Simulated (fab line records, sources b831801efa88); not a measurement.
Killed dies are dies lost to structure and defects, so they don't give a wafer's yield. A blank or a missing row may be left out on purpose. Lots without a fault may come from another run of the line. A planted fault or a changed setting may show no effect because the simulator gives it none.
Which tool did it? | flow sky130 | 24 lots, 72 wafers sampled, at 6 steps of a route of 708

WHAT THE GAUGES READ, wafer by wafer
SKY_LI_CONTACT_THK_MEAS_23: measures by xrf. Usual: LI_CONTACT_W_THK 394 nm, standard deviation 5.9.
lot  | measured     | on            | LI_CONTACT_W_THK (nm) | flag
L074 | day 29 05:57 | film_metro-02 | 397 390 392           |
L075 | day 29 19:12 | film_metro-01 | 395 387 394           |
L076 | day 29 17:23 | film_metro-02 | 388 388 388           |
L077 | day 30 05:08 | film_metro-04 | 391 393 398           |
L078 | day 30 16:26 | film_metro-04 | 392 398 392           |
L079 | day 30 17:34 | film_metro-02 | 388 385 392           |
L080 | day 31 04:22 | film_metro-02 | 383 383 382           |
L081 | day 32 07:20 | film_metro-04 | 402 403 398           |
L082 | day 32 09:14 | film_metro-01 | 391 387 397           |
L083 | day 32 18:40 | film_metro-01 | 401 396 399           |
L084 | day 33 08:52 | film_metro-01 | 391 395 390           |
L085 | day 33 11:07 | film_metro-02 | 385 390 391           |
L086 | day 33 19:44 | film_metro-04 | 390 400 400           |
L087 | day 34 08:17 | film_metro-01 | 394 399 392           |
L088 | day 34 07:47 | film_metro-04 | 404 404 403           |
L089 | day 34 15:58 | film_metro-04 | 402 405 405           |
L090 | day 35 09:09 | film_metro-04 | 395 395 398           |
L091 | day 35 08:12 | film_metro-01 | 393 394 394           |
L092 | day 35 20:35 | film_metro-01 | 391 395 396           |
L093 | day 35 15:50 | film_metro-02 | 389 387 393           |
L094 | day 35 20:55 | film_metro-04 | 398 388 399           |
L095 | day 36 02:58 | film_metro-04 | 397 397 399           |
L096 | day 36 13:15 | film_metro-02 | 386 389 391           |
L097 | day 36 14:12 | film_metro-02 | 386 391 386           |

SKY_CAPM_RS_MEAS_03: measures by four-point-probe. Usual: CAPM_TIN_RS 6.95 ohm/sq, standard deviation 0.082.
lot  | measured     | on            | CAPM_TIN_RS (ohm/sq) | flag
L074 | day 36 07:13 | film_metro-03 | 7.09 7.04 6.98       |
L075 | day 36 21:59 | film_metro-02 | 7.10 7.04 7.10       |
L076 | day 36 19:23 | film_metro-02 | 6.91 7.03 7.07       |
L077 | day 37 06:05 | film_metro-02 | 6.94 6.96 6.90       |
L078 | day 37 17:30 | film_metro-02 | 7.02 7.05 7.01       |
L079 | day 37 18:58 | film_metro-03 | 6.93 6.92 6.90       |
L080 | day 38 05:44 | film_metro-03 | 6.80 6.79 6.85       |
L081 | day 39 06:38 | film_metro-03 | 6.93 6.92 6.82       |
L082 | day 39 08:28 | film_metro-02 | 6.90 6.87 6.83       |
L083 | day 39 14:36 | film_metro-03 | 6.76 6.82 6.81       |
L084 | day 40 05:32 | film_metro-04 | 6.99 6.99 7.00       |
L085 | day 40 08:01 | film_metro-04 | 6.92 6.97 6.98       |
L086 | day 40 14:35 | film_metro-02 | 6.92 6.93 6.92       |
L087 | day 41 03:38 | film_metro-03 | 6.86 6.92 6.92       |
L088 | day 41 03:11 | film_metro-03 | 6.83 6.90 6.89       |
L089 | day 41 10:33 | film_metro-03 | 6.92 6.93 6.87       |
L090 | day 41 23:10 | film_metro-03 | 7.02 6.98 6.99       |
L091 | day 41 22:23 | film_metro-03 | 6.99 7.00 7.04       |
L092 | day 42 11:40 | film_metro-04 | 7.10 7.05 6.98       |
L093 | day 42 07:52 | film_metro-03 | 7.02 7.00 7.01       |
L094 | day 42 12:28 | film_metro-02 | 6.83 6.88 6.87       |
L095 | day 42 18:39 | film_metro-04 | 6.87 6.87 6.91       |
L096 | day 43 01:47 | film_metro-02 | 6.83 6.85 6.84       |
L097 | day 43 03:33 | film_metro-03 | 6.96 6.96 6.93       |

WHICH TOOL RAN EACH LOT (tool, then ch and the chambers of the sampled wafers, then the start)
lot  | SKY_FIELD_ISO_STRIP_16              | SKY_LOCAL_INTERCONNECT_METAL_ETCH_14 | SKY_CONTACT_CMP_04            | SKY_CONTACT_CMP_27
L074 | plasma_asher-02 ch 0,1, day 2 05:49 | rie_metal-04 ch 0,1, day 30 10:12    | cmp-01 ch 0,1,2, day 30 11:04 | cmp-01 ch 0,2,3, day 31 16:13
L075 | plasma_asher-02 ch 0,1, day 2 11:16 | rie_metal-01 ch 0,1, day 30 23:21    | cmp-02 ch 0,1, day 31 00:14   | cmp-02 ch 1,2, day 32 06:04
L076 | plasma_asher-02 ch 0,1, day 2 14:43 | rie_metal-03 ch 0,1, day 30 22:14    | cmp-01 ch 0,1,2, day 30 23:09 | cmp-01 ch 0,1,3, day 32 04:24
L077 | plasma_asher-02 ch 0,1, day 2 19:46 | rie_metal-01 ch 0,1, day 31 09:18    | cmp-01 ch 1,3, day 31 10:13   | cmp-01 ch 1,2, day 32 15:35
L078 | plasma_asher-04 ch 0,1, day 3 01:58 | rie_metal-01 ch 0, day 31 20:58      | cmp-01 ch 0,1,3, day 31 21:58 | cmp-02 ch 1,2, day 33 02:25
L079 | plasma_asher-01 ch 0,1, day 3 07:22 | rie_metal-04 ch 0,1, day 31 22:03    | cmp-02 ch 0,3, day 31 22:55   | cmp-01 ch 0,1, day 33 03:55
L080 | plasma_asher-04 ch 0,1, day 3 13:13 | rie_metal-01 ch 0,1, day 32 08:45    | cmp-02 ch 1,2, day 32 09:37   | cmp-01 ch 1,2,3, day 33 14:28
L081 | plasma_asher-01 ch 0,1, day 3 16:11 | rie_metal-03 ch 0,1, day 33 10:47    | cmp-02 ch 0,1,3, day 33 11:44 | cmp-01 ch 0,2,3, day 34 15:46
L082 | plasma_asher-04 ch 1, day 3 22:55   | rie_metal-04 ch 0,1, day 33 12:13    | cmp-01 ch 2,3, day 33 13:08   | cmp-02 ch 0,2,3, day 34 17:16
L083 | plasma_asher-02 ch 0,1, day 4 03:53 | rie_metal-04 ch 0,1, day 33 21:59    | cmp-01 ch 0,3, day 33 22:53   | cmp-02 ch 0,1, day 35 02:47
L084 | plasma_asher-01 ch 0,1, day 4 08:36 | rie_metal-03 ch 0,1, day 34 12:09    | cmp-01 ch 1,2, day 34 13:08   | cmp-02 ch 0,1,3, day 35 17:13
L085 | plasma_asher-02 ch 0,1, day 4 13:48 | rie_metal-01 ch 0,1, day 34 14:53    | cmp-02 ch 1,2,3, day 34 15:52 | cmp-02 ch 0,1,2, day 35 19:40
L086 | plasma_asher-01 ch 0,1, day 4 20:06 | rie_metal-04 ch 0,1, day 34 22:15    | cmp-01 ch 0,3, day 34 23:07   | cmp-01 ch 2,3, day 36 02:31
L087 | plasma_asher-02 ch 0,1, day 5 01:11 | rie_metal-03 ch 0,1, day 35 11:33    | cmp-02 ch 0,2, day 35 12:29   | cmp-02 ch 1,2,3, day 36 15:58
L088 | plasma_asher-02 ch 0,1, day 5 06:16 | rie_metal-04 ch 0,1, day 35 10:56    | cmp-02 ch 0,2,3, day 35 11:55 | cmp-01 ch 1,2,3, day 36 15:28
L089 | plasma_asher-04 ch 0,1, day 5 15:43 | rie_metal-03 ch 0,1, day 35 18:57    | cmp-02 ch 1,2,3, day 35 20:04 | cmp-02 ch 1,3, day 36 23:25
L090 | plasma_asher-02 ch 0,1, day 5 20:24 | rie_metal-03 ch 0,1, day 36 11:53    | cmp-02 ch 0,2,3, day 36 12:47 | cmp-01 ch 2,3, day 37 16:28
L091 | plasma_asher-04 ch 0,1, day 6 02:19 | rie_metal-04 ch 0,1, day 36 10:54    | cmp-01 ch 1,2,3, day 36 11:49 | cmp-02 ch 0,2,3, day 37 15:32
L092 | plasma_asher-02 ch 0,1, day 6 06:09 | rie_metal-01 ch 0,1, day 36 23:19    | cmp-01 ch 0,1, day 37 00:29   | cmp-01 ch 0,1,3, day 38 03:50
L093 | plasma_asher-01 ch 0,1, day 6 09:05 | rie_metal-03 ch 1, day 36 17:19      | cmp-02 ch 0,1,3, day 36 18:19 | cmp-02 ch 0,2, day 37 21:46
L094 | plasma_asher-02 ch 0,1, day 6 11:14 | rie_metal-04 ch 0,1, day 36 23:39    | cmp-02 ch 2,3, day 37 00:52   | cmp-01 ch 0,3, day 38 04:11
L095 | plasma_asher-01 ch 0,1, day 6 17:19 | rie_metal-03 ch 0,1, day 37 05:40    | cmp-02 ch 0,1,2, day 37 06:40 | cmp-02 ch 0,2,3, day 38 10:11
L096 | plasma_asher-04 ch 0,1, day 7 02:58 | rie_metal-04 ch 0,1, day 37 16:12    | cmp-01 ch 1,2,3, day 37 17:30 | cmp-02 ch 0,1,2, day 38 20:06
L097 | plasma_asher-04 ch 0,1, day 7 04:11 | rie_metal-03 ch 0, day 37 16:56      | cmp-02 ch 1,3, day 37 17:58   | cmp-02 ch 1,2, day 38 21:28
- SKY_FIELD_ISO_STRIP_16: strips in O2/N2.
- SKY_LOCAL_INTERCONNECT_METAL_ETCH_14: etches TiN in Cl2/BCl3, stops on PSG, target depth 110 nm, time 31.4 s.
- SKY_CONTACT_CMP_04: polishes SiO2.
- SKY_CONTACT_CMP_27: polishes, stops on SiO2, t overpolish 15 s, target thk 0 nm.

WHAT THE TOOLS THEMSELVES READ (means of the sampled wafers that have a number; where no wafer has one, the mark that the record gives instead)
SKY_FIELD_ISO_STRIP_16. Usual: drypump_motor_current_A 5.7 A, standard deviation 0.56; oes_product_au 0.376 a.u., standard deviation 0.0046; strip_time_to_endpoint_s 3.497 s, standard deviation 0.029.
lot  | tool            | drypump_motor_current_A (A) | oes_product_au (a.u.) | strip_time_to_endpoint_s (s) | flag
L074 | plasma_asher-02 | 6.0                         | 0.380                 | 3.499                        |
L075 | plasma_asher-02 | 5.7                         | 0.378                 | 3.506                        |
L076 | plasma_asher-02 | 5.7                         | 0.375                 | 3.477                        |
L077 | plasma_asher-02 | 5.7                         | 0.372                 | 3.458                        |
L078 | plasma_asher-04 | 5.3                         | 0.374                 | 3.459                        |
L079 | plasma_asher-01 | 5.9                         | 0.371                 | 3.466                        |
L080 | plasma_asher-04 | 5.6                         | 0.373                 | 3.468                        |
L081 | plasma_asher-01 | 5.5                         | 0.380                 | 3.538                        |
L082 | plasma_asher-04 | 5.0                         | 0.374                 | 3.478                        |
L083 | plasma_asher-02 | 6.0                         | 0.374                 | 3.502                        |
L084 | plasma_asher-01 | 5.5                         | 0.376                 | 3.477                        |
L085 | plasma_asher-02 | 5.7                         | 0.373                 | 3.477                        |
L086 | plasma_asher-01 | 5.5                         | 0.378                 | 3.497                        |
L087 | plasma_asher-02 | 6.0                         | 0.379                 | 3.487                        |
L088 | plasma_asher-02 | 5.7                         | 0.378                 | 3.514                        |
L089 | plasma_asher-04 | 5.6                         | 0.377                 | 3.510                        |
L090 | plasma_asher-02 | 5.7                         | 0.380                 | 3.506                        |
L091 | plasma_asher-04 | 5.3                         | 0.374                 | 3.487                        |
L092 | plasma_asher-02 | 5.7                         | 0.374                 | 3.492                        |
L093 | plasma_asher-01 | 5.9                         | 0.377                 | 3.506                        |
L094 | plasma_asher-02 | 6.0                         | 0.377                 | 3.491                        |
L095 | plasma_asher-01 | 5.5                         | 0.374                 | 3.518                        |
L096 | plasma_asher-04 | 5.6                         | 0.377                 | 3.512                        |
L097 | plasma_asher-04 | 5.6                         | 0.375                 | 3.479                        |

SKY_LOCAL_INTERCONNECT_METAL_ETCH_14. Usual: drypump_motor_current_A 5.7 A, standard deviation 0.51; oes_product_au 0.943 a.u., standard deviation 0.0073; throttle_valve_pct 21.898 %, standard deviation 0.0094.
lot  | tool         | drypump_motor_current_A (A) | oes_product_au (a.u.) | throttle_valve_pct (%) | flag
L074 | rie_metal-04 | 5.7                         | 0.945                 | 21.891                 |
L075 | rie_metal-01 | 5.7                         | 0.942                 | 21.900                 |
L076 | rie_metal-03 | 5.6                         | 0.945                 | 21.905                 |
L077 | rie_metal-01 | 5.7                         | 0.936                 | 21.902                 |
L078 | rie_metal-01 | 5.3                         | 0.945                 | 21.900                 |
L079 | rie_metal-04 | 5.7                         | 0.940                 | 21.902                 |
L080 | rie_metal-01 | 6.2                         | 0.940                 | 21.900                 |
L081 | rie_metal-03 | 5.6                         | 0.944                 | 21.898                 |
L082 | rie_metal-04 | 5.3                         | 0.948                 | 21.896                 |
L083 | rie_metal-04 | 5.3                         | 0.944                 | 21.899                 |
L084 | rie_metal-03 | 5.6                         | 0.941                 | 21.903                 |
L085 | rie_metal-01 | 6.1                         | 0.947                 | 21.901                 |
L086 | rie_metal-04 | 5.3                         | 0.939                 | 21.905                 |
L087 | rie_metal-03 | 5.7                         | 0.942                 | 21.902                 |
L088 | rie_metal-04 | 5.7                         | 0.944                 | 21.898                 |
L089 | rie_metal-03 | 5.6                         | 0.945                 | 21.898                 |
L090 | rie_metal-03 | 5.6                         | 0.943                 | 21.892                 |
L091 | rie_metal-04 | 5.6                         | 0.938                 | 21.902                 |
L092 | rie_metal-01 | 6.2                         | 0.950                 | 21.895                 |
L093 | rie_metal-03 | 5.5                         | 0.943                 | 21.900                 |
L094 | rie_metal-04 | 5.7                         | 0.955                 | 21.897                 |
L095 | rie_metal-03 | 5.7                         | 0.950                 | 21.887                 |
L096 | rie_metal-04 | 5.4                         | 0.949                 | 21.906                 |
L097 | rie_metal-03 | 5.8                         | 0.937                 | 21.899                 |

SKY_CONTACT_CMP_04. Usual: head_pressure_psi 3.998 psi, standard deviation 0.0079; motor_current_A 12.2 A, standard deviation 0.94; time_to_endpoint_s 83 s, standard deviation 3.9.
lot  | tool   | head_pressure_psi (psi) | motor_current_A (A) | time_to_endpoint_s (s) | flag
L074 | cmp-01 | 3.993                   | 11.9                | 82                     |
L075 | cmp-02 | 4.005                   | 12.0                | 84                     |
L076 | cmp-01 | 3.995                   | 11.7                | 78                     |
L077 | cmp-01 | 3.986                   | 11.6                | 76                     |
L078 | cmp-01 | 3.998                   | 10.9                | 85                     |
L079 | cmp-02 | 4.000                   | 11.8                | 86                     |
L080 | cmp-02 | 3.996                   | 12.6                | 79                     |
L081 | cmp-02 | 4.001                   | 12.0                | 87                     |
L082 | cmp-01 | 3.998                   | 12.7                | 85                     |
L083 | cmp-01 | 3.995                   | 11.4                | 84                     |
L084 | cmp-01 | 4.001                   | 12.2                | 84                     |
L085 | cmp-02 | 3.993                   | 12.3                | 88                     |
L086 | cmp-01 | 3.998                   | 11.0                | 84                     |
L087 | cmp-02 | 3.994                   | 13.1                | 81                     |
L088 | cmp-02 | 3.996                   | 12.9                | 81                     |
L089 | cmp-02 | 4.001                   | 12.2                | 83                     |
L090 | cmp-02 | 3.998                   | 12.6                | 81                     |
L091 | cmp-01 | 3.990                   | 11.7                | 79                     |
L092 | cmp-01 | 3.988                   | 11.4                | 81                     |
L093 | cmp-02 | 3.996                   | 12.2                | 84                     |
L094 | cmp-02 | 4.002                   | 13.0                | 85                     |
L095 | cmp-02 | 3.995                   | 12.8                | 81                     |
L096 | cmp-01 | 3.992                   | 12.1                | 80                     |
L097 | cmp-02 | 4.006                   | 12.1                | 82                     |

SKY_CONTACT_CMP_27. Usual: head_pressure_psi 3.500 psi, standard deviation 0.0071; motor_current_A 11.1 A, standard deviation 0.88; overpolish_run_s 15.000 s, standard deviation 0.0092; time_to_endpoint_s 81.2 s, standard deviation 3.
lot  | tool   | head_pressure_psi (psi) | motor_current_A (A) | overpolish_run_s (s) | time_to_endpoint_s (s) | flag
L074 | cmp-01 | 3.498                   | 10.9                | 14.999               | 81.5                   |
L075 | cmp-02 | 3.502                   | 11.6                | 14.994               | 79.3                   |
L076 | cmp-01 | 3.500                   | 10.1                | 15.008               | 78.3                   |
L077 | cmp-01 | 3.503                   | 11.5                | 14.994               | 82.1                   |
L078 | cmp-02 | 3.502                   | 11.9                | 15.000               | 82.5                   |
L079 | cmp-01 | 3.500                   | 10.3                | 14.997               | 79.7                   |
L080 | cmp-01 | 3.490                   | 10.9                | 14.999               | 80.9                   |
L081 | cmp-01 | 3.504                   | 10.9                | 15.004               | 82.6                   |
L082 | cmp-02 | 3.495                   | 11.6                | 15.001               | 87.9                   |
L083 | cmp-02 | 3.503                   | 10.7                | 14.998               | 83.4                   |
L084 | cmp-02 | 3.502                   | 11.1                | 14.998               | 81.1                   |
L085 | cmp-02 | 3.502                   | 11.1                | 15.005               | 82.1                   |
L086 | cmp-01 | 3.495                   | 11.5                | 15.000               | 81.7                   |
L087 | cmp-02 | 3.498                   | 11.7                | 14.999               | 81.2                   |
L088 | cmp-01 | 3.500                   | 11.0                | 15.000               | 78.6                   |
L089 | cmp-02 | 3.504                   | 10.9                | 14.991               | 81.2                   |
L090 | cmp-01 | 3.497                   | 10.6                | 14.991               | 80.2                   |
L091 | cmp-02 | 3.503                   | 11.6                | 15.002               | 79.5                   |
L092 | cmp-01 | 3.498                   | 10.6                | 15.009               | 80.1                   |
L093 | cmp-02 | 3.501                   | 11.6                | 15.003               | 81.2                   |
L094 | cmp-01 | 3.495                   | 10.1                | 14.990               | 77.4                   |
L095 | cmp-02 | 3.504                   | 11.5                | 14.996               | 82.1                   |
L096 | cmp-02 | 3.499                   | 11.3                | 15.002               | 82.7                   |
L097 | cmp-02 | 3.504                   | 12.0                | 14.993               | 82.8                   |

THE ANSWER, worked out from the rows above alone
Rule: a lot is off if the mean of its wafers that have a number lies more than 3 standard deviations from the usual mean. A lot without any number at a reading at which 4 lots or more have one is off too. The other lots that the step has rows for count as sound. The gauges are gone through in route order, then the tools' own readings, and for those a lot's mean is taken as printed above. The first step at which some lot is off is used, and at that step the reading that is off furthest; a lot without a number counts as furthest.
No lot is off at any reading shown: from this, nothing can be told.

WHAT THE SIMULATOR HAD PUT IN
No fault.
